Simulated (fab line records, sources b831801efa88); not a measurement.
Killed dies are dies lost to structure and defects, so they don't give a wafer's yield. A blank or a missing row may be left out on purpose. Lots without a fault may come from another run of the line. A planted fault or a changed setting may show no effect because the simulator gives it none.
fab line records | flow sky130
record lots=11 wafers=33 last_day=52
route steps=708 shown METAL3@564 VIA3@596 METAL4@634 METAL5@663 PAD_OPEN@708
lots that met no fault: from a run of the same line without faults
start_h: hours from the record's first day to the start of the lot's first wafer shown | wait_h: hours since the lot's step before | " the same as in the row above | L1.1+2: a row that stands for several wafers | - no value, or no start given | * or withheld: withheld | < > ~ a bound
route shown NAME@n: a module of which the file shows steps, and the number in the route of the first | usual: mean/standard deviation of fault-free wafers | same: alike in all rows | chamber/n: place in a boat | sites: the reading at each site | _std_site: their standard deviation | _edge_site: outer sites' mean less inner sites' | radius_mm: how far each site lies from the wafer's centre | mask NAME#n: copy n | behind: the tool/chamber that last shaped the wafer | hold: why the lot was held/for how many hours/how that ended | device: the transistor (n, p or np) that didn't switch | end of line: the same wafers' tests at the end of the route | a step without rows: its recipe alone | killed: dies lost to structure and defects at the first sort, not the wafer's yield | map: a wafer's dies, x killed, . not, _ none there
set.NAME: the setting as run; set.NAME@STEP: as run at that earlier step | model.NAME: the simulator's own value behind a step, which no gauge read
steps of the route over a sample of lots; a table a step, a row a wafer
services: from which hour (start_h, from the record's first day; less than 0 if before it) a tool's chamber was out of use, for how many hours, and why
## steps
# step SKY_METAL3_OVL_MEAS_14
# usual METAL3_OVL=-2/5.4
# columns lot.wafer tool chamber start_h wait_h METAL3_OVL[nm]
L329.2 overlay-02 - 949.74 0.1 -5
L329.4 " - " " -7
L329.5 " - " " 2
L331.2 overlay-01 - 960.42 0.1 -4
L331.4 " - " " -14
L331.6 " - " " -10
L333.1 overlay-01 - 964.32 0.1 7
L333.2 " - " " 6
L333.4 " - " " 8
L336.2 overlay-02 - 964.67 0.1 -5
L336.4 " - " " -1
L336.6 " - " " 0
L335.1 overlay-01 - 965.02 0.1 7
L335.4 " - " " 5
L335.5 " - " " 8
L334.2 overlay-01 - 966.47 0.1 0
L334.4 " - " " -9
L334.6 " - " " -6
L337.1 overlay-02 - 966.52 0.1 -10
L337.3 " - " " -8
L337.5 " - " " -11
L338.2 overlay-02 - 972.52 0.1 -4
L338.3 " - " " 1
L338.6 " - " " -4
L342.3 overlay-01 - 1096.08 0.1 -3
L342.4 " - " " -11
L342.5 " - " " -6
L348.4 overlay-01 - 1101.58 0.1 2
L348.5 " - " " -5
L348.6 " - " " 2
L346.1 overlay-02 - 1105.37 0.1 -4
L346.3 " - " " 0
L346.5 " - " " -3
# step SKY_VIA3_THK_MEAS_23
# recipe thk_meas_gauge=xrf reads=W_of_VIA3_CVD_21
# usual VIA3_W_THK=378/5
# columns lot.wafer tool chamber start_h wait_h VIA3_W_THK[nm]
L329.2 film_metro-02 - 977.88 0.1 373
L329.4 " - " " 372
L329.5 " - " " 371
L331.2 film_metro-02 - 989.19 0.1 371
L331.4 " - " " 369
L331.6 " - " " 369
L333.1 film_metro-02 - 991.93 0.1 373
L333.2 " - " " 369
L333.4 " - " " 369
L336.2 film_metro-04 - 992.32 0.1 377
L336.4 " - " " 377
L336.6 " - " " 371
L335.1 film_metro-04 - 993.13 0.1 380
L335.4 " - " " 380
L335.5 " - " " 383
L334.2 film_metro-03 - 994.53 0.1 378
L334.4 " - " " 376
L334.6 " - " " 379
L337.1 film_metro-02 - 994.57 0.1 371
L337.3 " - " " 374
L337.5 " - " " 375
L338.2 film_metro-02 - 1001.05 0.1 370
L338.3 " - " " 369
L338.6 " - " " 375
L342.3 film_metro-03 - 1120.61 0.1 382
L342.4 " - " " 379
L342.5 " - " " 381
L348.4 film_metro-03 - 1126.95 0.1 377
L348.5 " - " " 384
L348.6 " - " " 376
L346.1 film_metro-04 - 1129.92 0.1 387
L346.3 " - " " 385
L346.5 " - " " 382
# step SKY_METAL4_METAL_ETCH_18
# recipe target_depth_a=8450 stop_on=SiO2 over_etch_frac=0.3 time_s=183.1 chemistry=Cl2/BCl3 resist_sidewall_deg=88 pressure_mtorr=10 icp_w=900 bias_w=48.5 Cl2_flow_sccm=60 bcl3_flow_sccm=30
# usual drypump_motor_current_A=5.5/0.34 oes_product_au=0.866/0.007 throttle_valve_pct=22.264/0.0088
# columns lot.wafer tool chamber start_h wait_h drypump_motor_current_A oes_product_au rf_hours_counter_h throttle_valve_pct
L329.2 rie_metal-04 0 1030.82 0.0 5.9 0.872 15 22.244
L329.4 " 0 " " 5.9 0.863 - 22.272
L329.5 " 1 " " 5.7 0.873 - 22.258
L331.2 rie_metal-04 0 1040.27 0.0 5.9 0.864 16 22.257
L331.4 " 1 " " 5.7 0.853 - 22.260
L331.6 " 1 " " 5.7 0.862 - 22.257
L333.1 rie_metal-03 0 1043.07 0.0 5.7 0.880 17 22.276
L333.2 " 1 " " 5.0 0.873 24 22.268
L333.4 " 0 " " 5.7 0.870 - 22.271
L336.2 rie_metal-02 1 1043.15 0.0 5.5 0.884 1 22.258
L336.4 " 1 " " 5.5 0.869 - 22.262
L336.6 " 1 " " 5.5 0.874 - 22.269
L335.1 rie_metal-03 1 1043.48 0.0 5.0 0.863 24 22.281
L335.4 " 1 " " 5.0 0.873 - 22.294
L335.5 " 0 " " 5.7 0.875 - 22.264
L334.2 rie_metal-04 0 1044.65 0.0 5.9 0.858 17 22.268
L334.4 " 1 " " 5.7 0.866 - 22.252
L334.6 " 0 " " 5.9 0.866 - 22.274
L337.1 rie_metal-02 0 1045.00 0.0 5.9 0.855 19 22.259
L337.3 " 1 " " 5.5 0.866 - 22.261
L337.5 " 1 " " 5.5 0.852 - 22.257
L338.2 rie_metal-02 1 1052.48 0.0 5.5 0.868 1 22.250
L338.3 " 0 " " 5.9 0.871 - 22.253
L338.6 " 1 " " 5.5 0.862 - 22.259
L342.3 rie_metal-04 1 1161.87 0.1 5.7 0.867 - 22.260
L342.4 " 0 " " 5.9 0.870 - 22.264
L342.5 " 1 " " 5.7 0.868 - 22.267
L348.4 rie_metal-04 0 1166.29 0.1 5.9 0.861 - 22.267
L348.5 " 1 " " 5.7 0.880 - 22.268
L348.6 " 0 " " 5.9 0.773 - 22.262
L346.1 rie_metal-02 1 1169.40 0.0 5.5 0.869 9 22.273
L346.3 " 1 " " 5.5 0.875 - 22.244
L346.5 " 1 " " 5.6 0.866 - 22.247
# step SKY_METAL4_STRIP_19
# recipe chemistry=O2/N2 power_w=1400 pressure_mtorr=1500 platen_temp_c=withheld o2_flow_sccm=3000 n2_flow_sccm=300 overash_fraction=0.5
# usual drypump_motor_current_A=5.48/0.28 oes_product_au=0.506/0.0065 strip_time_to_endpoint_s=6.60/0.12
# columns lot.wafer tool chamber start_h wait_h drypump_motor_current_A oes_product_au rf_hours_counter_h strip_time_to_endpoint_s
L329.2 plasma_asher-03 0 1031.00 0.1 5.48 0.504 113 6.54
L329.4 " 1 " " 5.13 0.509 - 6.60
L329.5 " 1 " " 5.12 0.494 - 6.22
L331.2 plasma_asher-03 1 1040.45 0.1 5.17 0.506 115 6.66
L331.4 " 0 " " 5.46 0.500 - 6.44
L331.6 " 0 " " 5.46 0.502 - 6.37
L333.1 plasma_asher-01 0 1043.25 0.1 5.94 0.510 61 6.58
L333.2 " 1 " " 5.76 0.509 61 6.71
L333.4 " 1 " " 5.71 0.503 - 6.54
L336.2 plasma_asher-03 0 1043.33 0.1 5.46 0.509 115 6.57
L336.4 " 1 " " 5.13 0.503 - 6.64
L336.6 " 1 " " 5.16 0.503 - 6.59
L335.1 plasma_asher-03 0 1043.66 0.1 5.44 0.502 115 6.75
L335.4 " 1 " " 5.12 0.510 - 6.68
L335.5 " 1 " " 5.12 0.501 - 6.50
L334.2 plasma_asher-03 1 1044.83 0.1 5.14 0.506 116 6.66
L334.4 " 1 " " 5.13 0.496 - 6.33
L334.6 " 0 " " 5.45 0.511 - 6.67
L337.1 plasma_asher-01 1 1045.18 0.1 5.77 0.504 61 6.64
L337.3 " 1 " " 5.75 0.505 - 6.54
L337.5 " 0 " " 5.93 0.507 - 6.56
L338.2 plasma_asher-03 0 1052.66 0.1 5.47 0.506 116 6.60
L338.3 " 0 " " 5.46 0.518 - 6.79
L338.6 " 1 " " 5.14 0.499 - 6.63
L342.3 plasma_asher-03 1 1162.02 0.1 5.14 0.496 - 6.46
L342.4 " 0 " " 5.47 0.518 - 6.74
L342.5 " 1 " " 5.15 0.505 - 6.48
L348.4 plasma_asher-01 1 1166.44 0.1 5.77 0.513 - 6.84
L348.5 " 1 " " 5.76 0.497 - 6.52
L348.6 " 0 " " 5.92 0.582 - 8.53
L346.1 plasma_asher-01 1 1169.76 0.3 5.76 0.505 73 6.61
L346.3 " 1 " " 5.78 0.512 - 6.55
L346.5 " 1 " " 5.78 0.500 - 6.61
# step SKY_METAL5_SPUTTER_02
# recipe material=AlCu target_thk_nm=1150 power_w=10600 time_s=61.2 chamber_pressure_pa=0.4
# usual throttle_valve_pct=29.8/1.2
# columns lot.wafer tool chamber start_h wait_h throttle_valve_pct
L329.2 pvd_sputter-04 - 1057.34 0.0 28.8
L329.4 " - " " 32.5
L329.5 " - " " 33.0
L331.2 pvd_sputter-02 - 1066.39 0.0 30.7
L331.4 " - " " 30.1
L331.6 " - " " 30.4
L333.1 pvd_sputter-02 - 1069.14 0.0 30.6
L333.2 " - " " 30.1
L333.4 " - " " 30.2
L336.2 pvd_sputter-01 - 1069.44 0.0 28.9
L336.4 " - " " 29.6
L336.6 " - " " 28.7
L335.1 pvd_sputter-02 - 1069.82 0.0 29.9
L335.4 " - " " 29.8
L335.5 " - " " 28.5
L334.2 pvd_sputter-01 - 1071.19 0.0 29.9
L334.4 " - " " 28.9
L334.6 " - " " 29.9
L337.1 pvd_sputter-04 - 1071.52 0.0 29.5
L337.3 " - " " 29.3
L337.5 " - " " 32.3
L338.2 pvd_sputter-01 - 1077.68 0.0 28.8
L338.3 " - " " 29.3
L338.6 " - " " 29.1
L342.3 pvd_sputter-01 - 1182.01 0.0 28.7
L342.4 " - " " 28.0
L342.5 " - " " 29.2
L348.4 pvd_sputter-02 - 1186.44 0.0 30.7
L348.5 " - " " 29.7
L346.1 pvd_sputter-04 - 1189.75 0.0 29.5
L346.3 " - " " 32.8
L346.5 " - " " 29.2
# step SKY_PAD_OPEN_PROBE_99
# usual defect_limited_yield=82.5/1.8 killed_at_M0_to_M3=45/6.3 killed_at_M4_up=2.8/1.6 killed_at_contacts=24/5.1 killed_at_front_end=14/4.4 killed_at_other=0.4/0.73 killed_dies=86/9 killed_on_rim=17/3.8 killed_open=47/7.8 killed_short=39/6.6 sort_bin_3_pad_short=0.8/0.42 sort_bin_5_function=10.3/1.4 sort_bin_6_memory=6.3/1.2 sort_n_pass=406/9 sort_yield_pct=82.5/1.8
# same gross_dies=492 killed_at_back_side=0 sort_bin_4_leakage[%]=0 sort_bin_8_speed[%]=0
# columns lot.wafer tool chamber start_h wait_h hold defect_limited_yield[%] killed_at_M0_to_M3 killed_at_M4_up killed_at_contacts killed_at_front_end killed_at_other killed_dies killed_on_rim killed_open killed_short sort_bin_3_pad_short[%] sort_bin_5_function[%] sort_bin_6_memory[%] sort_n_pass sort_yield_pct[%]
L329.2 prober-01 - 1126.26 0.1 - 80.9 53 3 23 15 0 94 18 48 46 2.0 10.6 6.5 398 80.9
L329.4 prober-01 - 1126.36 0.2 - 85.4 40 2 21 9 0 72 14 37 35 0.6 9.6 4.5 420 85.4
L329.5 prober-01 - 1126.41 0.2 - 81.9 50 0 26 12 1 89 16 52 37 0.8 10.4 6.9 403 81.9
L333.1 prober-01 - 1136.60 0.1 - 82.3 42 2 33 10 0 87 16 46 41 1.2 8.9 7.5 405 82.3
L333.2 prober-01 - 1136.65 0.1 - 81.7 52 0 24 14 0 90 24 37 53 1.0 10.6 6.7 402 81.7
L333.4 prober-01 - 1136.75 0.2 - 85.0 44 0 22 8 0 74 14 41 33 0.6 7.5 6.9 418 85.0
L337.1 prober-02 - 1140.03 0.1 - 83.9 36 4 23 16 0 79 13 40 39 1.0 9.8 5.3 413 83.9
L337.5 prober-02 - 1140.23 0.2 - 83.7 45 2 27 6 0 80 17 45 35 0.6 10.8 4.9 412 83.7
L338.2 prober-02 - 1145.64 0.1 - 82.7 47 4 27 7 0 85 16 50 35 0.6 8.9 7.7 407 82.7
L338.3 prober-02 - 1145.69 0.2 - 84.1 30 4 26 18 0 78 18 43 35 0.6 10.2 5.1 414 84.1
L338.6 prober-02 - 1145.84 0.2 - 83.3 41 3 28 10 0 82 17 44 38 1.2 10.2 5.3 410 83.3
L348.4 prober-01 - 1241.58 0.2 await_dispo/11.7h/release 83.1 44 1 26 12 0 83 16 50 33 0.4 11.2 5.3 409 83.1
L348.5 prober-01 - 1241.63 0.2 await_dispo/11.7h/release 83.1 43 5 20 15 0 83 13 40 43 0.8 10.0 6.1 409 83.1
L348.6 prober-01 - 1241.68 0.2 await_dispo/11.7h/release 0 40 416 22 14 0 492 96 40 38 0.8 93.5 5.7 0 0
L346.1 prober-02 - 1244.21 0.1 - 82.9 47 4 20 13 0 84 22 44 39 1.0 9.8 6.3 408 82.9
L346.3 prober-02 - 1244.31 0.2 - 81.1 49 4 29 9 2 93 16 55 38 1.0 10.8 7.1 399 81.1
L346.5 prober-02 - 1244.41 0.2 - 82.3 42 1 27 16 1 87 14 49 37 0.6 9.8 7.3 405 82.3
# killed by level:class
L329.2 VIA1:geometric_particle:open=11 VIA3:geometric_particle:open=9 METAL2:geometric_particle:short=8 VIA2:geometric_particle:open=8 LI_CONTACT:geometric_particle:open=7 VIA1:geometric_particle:short=6 POLY_GATE:geometric_particle:short=5 CONTACT:geometric_particle:short=5
L329.4 LI_CONTACT:geometric_particle:open=8 VIA1:geometric_particle:open=8 METAL2:geometric_particle:short=7 CONTACT:geometric_particle:open=5 VIA1:geometric_particle:short=4 VIA2:geometric_particle:short=4 VIA3:geometric_particle:open=4 CONTACT:geometric_particle:short=3
L329.5 VIA1:geometric_particle:open=14 CONTACT:geometric_particle:open=13 VIA1:geometric_particle:short=8 METAL1:geometric_particle:short=7 VIA2:geometric_particle:open=7 FIELD_ISO:geometric_particle:open=5 LI_CONTACT:geometric_particle:open=4 LOCAL_INTERCONNECT:geometric_particle:short=4
L333.1 LI_CONTACT:geometric_particle:open=12 VIA1:geometric_particle:open=10 VIA3:geometric_particle:open=7 LOCAL_INTERCONNECT:geometric_particle:short=6 LI_CONTACT:geometric_particle:short=5 CONTACT:geometric_particle:short=5 METAL1:geometric_particle:short=5 VIA2:geometric_particle:open=5
L333.2 METAL1:geometric_particle:short=13 METAL2:geometric_particle:short=9 VIA3:geometric_particle:open=7 CONTACT:geometric_particle:short=7 CONTACT:geometric_particle:open=7 VIA1:geometric_particle:open=7 LOCAL_INTERCONNECT:geometric_particle:short=6 VIA2:geometric_particle:open=5
L333.4 METAL1:geometric_particle:short=8 VIA2:geometric_particle:open=7 CONTACT:geometric_particle:open=7 VIA1:geometric_particle:open=7 LI_CONTACT:geometric_particle:open=6 VIA3:geometric_particle:open=6 LOCAL_INTERCONNECT:geometric_particle:short=5 METAL2:geometric_particle:short=5
L337.1 LI_CONTACT:geometric_particle:open=8 POLY_GATE:geometric_particle:short=6 VIA1:geometric_particle:open=6 VIA2:geometric_particle:open=6 CONTACT:geometric_particle:open=5 METAL1:geometric_particle:short=5 VIA2:geometric_particle:short=5 VIA3:geometric_particle:open=5
L337.5 VIA3:geometric_particle:open=13 LI_CONTACT:geometric_particle:open=9 CONTACT:geometric_particle:open=9 VIA1:geometric_particle:open=7 VIA1:geometric_particle:short=6 CONTACT:geometric_particle:short=6 METAL1:geometric_particle:short=5 VIA2:geometric_particle:short=4
L338.2 VIA3:geometric_particle:open=14 LI_CONTACT:geometric_particle:open=8 VIA1:geometric_particle:open=8 CONTACT:geometric_particle:open=7 VIA3:geometric_particle:short=6 METAL1:geometric_particle:short=5 LI_CONTACT:geometric_particle:short=4 CONTACT:geometric_particle:short=4
L338.3 CONTACT:geometric_particle:open=12 VIA1:geometric_particle:open=8 POLY_GATE:geometric_particle:short=7 VIA2:geometric_particle:open=6 VIA3:geometric_particle:open=5 LI_CONTACT:geometric_particle:short=4 CONTACT:geometric_particle:short=4 FIELD_ISO:geometric_particle:short=3
L338.6 CONTACT:geometric_particle:open=11 LOCAL_INTERCONNECT:geometric_particle:short=7 VIA2:geometric_particle:open=7 VIA1:geometric_particle:open=7 VIA3:geometric_particle:open=7 METAL3:geometric_particle:short=5 LI_CONTACT:geometric_particle:open=4 METAL1:geometric_particle:short=4
L348.4 CONTACT:geometric_particle:open=12 VIA1:geometric_particle:open=9 VIA2:geometric_particle:open=9 FIELD_ISO:geometric_particle:open=6 LI_CONTACT:geometric_particle:open=6 METAL1:geometric_particle:short=5 METAL2:geometric_particle:short=5 VIA3:geometric_particle:open=4
L348.5 VIA1:geometric_particle:short=12 VIA1:geometric_particle:open=9 VIA3:geometric_particle:open=7 FIELD_ISO:geometric_particle:short=6 CONTACT:geometric_particle:open=6 LI_CONTACT:geometric_particle:short=4 LOCAL_INTERCONNECT:geometric_particle:short=4 FIELD_ISO:geometric_particle:open=3
L348.6 METAL4:area_etch=414 CONTACT:geometric_particle:open=12 CONTACT:geometric_particle:short=6 VIA3:geometric_particle:open=6 VIA1:geometric_particle:open=6 VIA2:geometric_particle:open=6 FIELD_ISO:geometric_particle:short=5 METAL3:geometric_particle:short=5
L346.1 VIA1:geometric_particle:open=15 VIA1:geometric_particle:short=8 CONTACT:geometric_particle:open=7 METAL2:geometric_particle:short=6 CONTACT:geometric_particle:short=5 VIA2:geometric_particle:open=5 FIELD_ISO:geometric_particle:short=3 POLY_GATE:geometric_particle:short=3
L346.3 LI_CONTACT:geometric_particle:open=12 VIA1:geometric_particle:open=11 CONTACT:geometric_particle:open=10 VIA2:geometric_particle:open=9 METAL1:geometric_particle:short=6 VIA3:geometric_particle:short=5 CONTACT:geometric_particle:short=5 FIELD_ISO:geometric_particle:short=4
L346.5 VIA1:geometric_particle:open=13 CONTACT:geometric_particle:open=9 LI_CONTACT:geometric_particle:short=6 LI_CONTACT:geometric_particle:open=6 VIA2:geometric_particle:open=6 FIELD_ISO:geometric_particle:short=5 POLY_GATE:geometric_particle:open=5 VIA1:geometric_particle:short=4
## services
# columns tool chamber start_h hours kind
rie_metal-02 1 1010.18 - clean
rie_metal-02 1 1010.18 25.5 scheduled_down
rie_metal-02 1 1010.18 25.5 vent_cycle
rie_metal-03 0 1016.75 12.1 repair
pvd_sputter-02 - 1016.92 1.2 repair
rie_metal-02 - 1017.20 0.5 repair
plasma_asher-01 - 1021.66 14.6 pm
pvd_sputter-04 - 1035.67 1.0 repair
plasma_asher-03 - 1055.25 9.0 pm
plasma_asher-03 0 1055.25 9.0 vent_cycle
plasma_asher-03 1 1055.25 9.0 vent_cycle
plasma_asher-03 0 1064.25 - clean
plasma_asher-03 1 1064.25 - clean
pvd_sputter-04 - 1064.81 2.5 repair
rie_metal-04 - 1082.36 14.6 pm
rie_metal-02 - 1104.26 14.6 pm
pvd_sputter-04 - 1107.19 1.0 repair
plasma_asher-01 - 1148.60 16.6 repair
rie_metal-03 0 1158.62 60.7 repair
rie_metal-02 0 1165.52 - clean
rie_metal-02 0 1165.52 - consumable_replace:focus_ring
rie_metal-02 0 1165.52 20.8 scheduled_down
rie_metal-02 0 1165.52 20.8 vent_cycle
pvd_sputter-01 - 1173.37 3.1 repair
## key
first_sign step=SKY_METAL4_METAL_ETCH_18 reading=oes_product_au direction=down sigmas=13 usual=0.866 struck=0.773
effect step=SKY_METAL4_STRIP_19 reading=strip_time_to_endpoint_s direction=up sigmas=15 usual=* struck=*
effect step=SKY_PAD_OPEN_PROBE_99 reading=killed_at_M4_up direction=up sigmas=99+ usual=2.8 struck=416
more_kills_born_at SKY_METAL4_METAL_ETCH_18@rie_metal-04=414
met_at SKY_METAL4_METAL_ETCH_18
struck_lots L348
struck_wafers L348.6
later_rows_left_out L348.6
not_acting_at SKY_METAL3_OVL_MEAS_14,SKY_VIA3_THK_MEAS_23,SKY_METAL5_SPUTTER_02
onset_between 1161.87 1166.29
fault kind=process_parameter_drift tool=rie_metal-04 chamber=- onset_h=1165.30 steps=SKY_METAL4_METAL_ETCH_18 channel=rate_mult offset=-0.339 shape=step end_h=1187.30 scope=struck_wafers_only
# later_rows_left_out: the simulator's readings of these wafers behind a module that went badly wrong aren't trusted and aren't shown, but for the sort
